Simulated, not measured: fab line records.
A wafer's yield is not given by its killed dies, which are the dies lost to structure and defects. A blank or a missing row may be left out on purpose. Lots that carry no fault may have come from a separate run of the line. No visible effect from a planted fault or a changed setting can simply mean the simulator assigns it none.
Check of tool commonality / flow sky130 / 13 lots, 39 wafers sampled

THE REASON FOR OPENING IT
Of 13 lots, 3 have the reading SONOS_ONO_OXIDATION_THK flagged at SKY_SONOS_ONO_THK_MEAS_01. Fault-free wafers read 2.62 nm, with a standard deviation of 0.049.
Rule: flag the lot when none of its wafers has a number, or when each of its wafers that has one lies beyond 4 standard deviations from that mean. The rest of the lots are taken to be sound.

lot=L696; measured=day 11 09:49; on=film metro-03; SONOS_ONO_OXIDATION_THK (nm), wafer by wafer=2.48 2.47 2.55; flag=
lot=L697; measured=day 11 21:47; on=film metro-02; SONOS_ONO_OXIDATION_THK (nm), wafer by wafer=2.56 2.62 2.65; flag=
lot=L698; measured=day 12 00:37; on=film metro-03; SONOS_ONO_OXIDATION_THK (nm), wafer by wafer=2.50 2.57 2.61; flag=
lot=L699; measured=day 12 04:17; on=film metro-02; SONOS_ONO_OXIDATION_THK (nm), wafer by wafer=2.55 2.56 2.67; flag=
lot=L700; measured=day 13 10:31; on=film metro-02; SONOS_ONO_OXIDATION_THK (nm), wafer by wafer=2.54 2.54 2.65; flag=
lot=L701; measured=day 14 02:53; on=film metro-04; SONOS_ONO_OXIDATION_THK (nm), wafer by wafer=2.64 2.57 2.64; flag=
lot=L704; measured=day 14 14:56; on=film metro-02; SONOS_ONO_OXIDATION_THK (nm), wafer by wafer=3.69 3.73 3.74; flag=FLAGGED
lot=L705; measured=day 15 00:07; on=film metro-04; SONOS_ONO_OXIDATION_THK (nm), wafer by wafer=3.61 3.69 3.63; flag=FLAGGED
lot=L707; measured=day 15 04:49; on=film metro-02; SONOS_ONO_OXIDATION_THK (nm), wafer by wafer=2.62 2.61 2.54; flag=
lot=L706; measured=day 15 09:31; on=film metro-03; SONOS_ONO_OXIDATION_THK (nm), wafer by wafer=3.68 3.69 3.64; flag=FLAGGED
lot=L717; measured=day 18 16:27; on=film metro-04; SONOS_ONO_OXIDATION_THK (nm), wafer by wafer=2.55 2.60 2.59; flag=
lot=L718; measured=day 18 16:27; on=film metro-02; SONOS_ONO_OXIDATION_THK (nm), wafer by wafer=2.49 2.59 2.58; flag=
lot=L719; measured=day 19 02:20; on=film metro-03; SONOS_ONO_OXIDATION_THK (nm), wafer by wafer=2.60 2.67 2.71; flag=
Average over the flagged lots: 3.68 nm; offset from the usual +1.06 nm, equal to +22 standard deviations.

EACH LOT AND THE TOOL IT RAN ON
The record keeps 1 process step preceding the reading, out of 708 steps on the route. In each cell: the tool, then ch and the chambers that the sampled wafers went through, then the start.
lot=L696; flag=; SKY_SONOS_ONO_OXIDATION_00=furnace-02 ch 0, day 11 08:27
lot=L697; flag=; SKY_SONOS_ONO_OXIDATION_00=furnace-02 ch 0, day 11 20:27
lot=L698; flag=; SKY_SONOS_ONO_OXIDATION_00=furnace-01 ch 0, day 11 23:15
lot=L699; flag=; SKY_SONOS_ONO_OXIDATION_00=furnace-02 ch 0, day 12 02:57
lot=L700; flag=; SKY_SONOS_ONO_OXIDATION_00=furnace-01 ch 0, day 13 09:08
lot=L701; flag=; SKY_SONOS_ONO_OXIDATION_00=furnace-01 ch 0, day 14 01:31
lot=L704; flag=FLAGGED; SKY_SONOS_ONO_OXIDATION_00=furnace-01 ch 0, day 14 13:35
lot=L705; flag=FLAGGED; SKY_SONOS_ONO_OXIDATION_00=furnace-01 ch 0, day 14 22:45
lot=L707; flag=; SKY_SONOS_ONO_OXIDATION_00=furnace-02 ch 0, day 15 03:27
lot=L706; flag=FLAGGED; SKY_SONOS_ONO_OXIDATION_00=furnace-01 ch 0, day 15 08:10
lot=L717; flag=; SKY_SONOS_ONO_OXIDATION_00=furnace-01 ch 0, day 18 15:05
lot=L718; flag=; SKY_SONOS_ONO_OXIDATION_00=furnace-01 ch 0, day 18 15:05
lot=L719; flag=; SKY_SONOS_ONO_OXIDATION_00=furnace-01 ch 0, day 19 00:59
What the steps here do:
- SKY_SONOS_ONO_OXIDATION_00: stabilise 600 s, purge 300 s, target thk 2.6 nm.
- SKY_SONOS_ONO_THK_MEAS_01

FLAGGED AGAINST TOTAL, ONE TOOL AT A TIME (gauges that did the reading follow at the end)
step=SKY_SONOS_ONO_OXIDATION_00; tool=furnace-01; lots run=9; flagged=3; share of the flagged lots=all; sound lots run after its first flagged lot=3 (L717,L718,L719)
step=SKY_SONOS_ONO_OXIDATION_00; tool=furnace-02; lots run=4; flagged=0; share of the flagged lots=none; sound lots run after its first flagged lot=-
step=SKY_SONOS_ONO_THK_MEAS_01; tool=film metro-02; lots run=6; flagged=1; share of the flagged lots=some; sound lots run after its first flagged lot=2 (L707,L718)
step=SKY_SONOS_ONO_THK_MEAS_01; tool=film metro-03; lots run=4; flagged=1; share of the flagged lots=some; sound lots run after its first flagged lot=1 (L719)
step=SKY_SONOS_ONO_THK_MEAS_01; tool=film metro-04; lots run=3; flagged=1; share of the flagged lots=some; sound lots run after its first flagged lot=1 (L717)

THE TABLE: WHAT IT ALLOWS
Rows of the table that ran each flagged lot: 1, that is furnace-01 at SKY_SONOS_ONO_OXIDATION_00.
- furnace-01 at SKY_SONOS_ONO_OXIDATION_00: 3 of its 9 lots flagged. After the first flagged lot (L717, L718, L719), sound lots still ran on it; a lasting fault on the whole tool would not permit that. Its own readings lie more than 4 standard deviations out on every wafer of the flagged lots: spike tc bottom C, spike tc centre C, spike tc lower C, spike tc top C, spike tc upper C, tube center temp C, tube_center_temp_C_max.
Not one row of the table ran every flagged lot while running no sound lot after the first.

WHAT THE SIMULATOR PUT IN
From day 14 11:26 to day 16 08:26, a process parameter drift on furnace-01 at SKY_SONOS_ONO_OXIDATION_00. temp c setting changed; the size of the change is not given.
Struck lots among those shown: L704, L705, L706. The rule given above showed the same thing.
